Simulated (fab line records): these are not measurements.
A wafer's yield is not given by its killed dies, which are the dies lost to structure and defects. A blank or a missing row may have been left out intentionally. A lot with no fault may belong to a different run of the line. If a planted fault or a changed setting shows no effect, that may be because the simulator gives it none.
A single fault, viewed from 2 desks :: flow gf180mcu :: each desk has only its own numbers; what lay behind them comes last

## FROM THE METROLOGY DESK
Lot by lot, what the gauges showed, no matter which tool ran the lot: averages of those sampled wafers that carry a number. The brackets show how far a lot's mean lies from the usual mean; more than 4 standard deviations puts the lot out of limits, marked OUT.
Columns: A = M4_OVL at GF_M4_OVL_MEAS_15, usual 3 nm
lot: L437
first seen here: day 23 23:42
A: 3

lot: L438
first seen here: day 24 04:59
A: -1

lot: L439
first seen here: day 24 10:00
A: 3

lot: L440
first seen here: day 24 22:15
A: 7

lot: L441
first seen here: day 25 05:00
A: 3

lot: L444
first seen here: day 26 05:22
A: 0

lot: L447
first seen here: day 27 04:23
A: 11

lot: L449
first seen here: day 27 20:14
A: 3

lot: L452
first seen here: day 28 21:33
A: 4

lot: L456
first seen here: day 29 19:30
A: 8

lot: L455
first seen here: day 29 19:55
A: 0

lot: L458
first seen here: day 30 10:03
A: -5

lot: L459
first seen here: day 30 14:08
A: 4
Result from this desk: across the 13 lots, nothing is out of limits.

## AT THE TOOL OWNER'S DESK: rie_diel-04
The tool's own readings at GF_V3_ETCH_17 (etches SiO2 in C4F8/O2/Ar, stops on TiN, target depth 635 nm): means of the sampled wafers that have a number, for each lot that ran on this tool. The brackets show how far a lot's mean lies from the usual mean; more than 4 standard deviations puts the lot out of limits, marked OUT.
Columns: A = bias_w at GF_V3_ETCH_17, usual 1200 W; B = oes_product_au at GF_V3_ETCH_17, usual 0.856 a.u.
lot: L438
first seen here: day 23 04:00
A: 1203
B: 0.859

lot: L439
first seen here: day 23 09:00
A: 1201
B: 0.854

lot: L447
first seen here: day 26 05:00
A: 1421 (+63) OUT
B: 0.854

lot: L459
first seen here: day 29 18:00
A: 1200
B: 0.854
This desk finds L447 out of limits, L447 being first, at day 26 05:00 (bias_w at GF_V3_ETCH_17). In limits: L438, L439, L459.

## BROUGHT TOGETHER
The tool owner's desk had the chance to raise an alarm at day 26 05:00 on L447.
At the metrology desk, nothing out of limits was observed.
The metrology desk has L447 on record, within its limits.
On rie_diel-04, each named lot ran GF_V3_ETCH_17.

## WHAT THE SIMULATOR PUT IN
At GF_V3_ETCH_17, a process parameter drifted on rie_diel-04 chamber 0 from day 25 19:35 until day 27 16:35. A move of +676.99 in setting bias_w, from 1200. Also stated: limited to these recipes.
Struck lots among those shown: L447.
Hours from the fault's start to each desk's first reading out of limits: the tool owner's desk, 9.
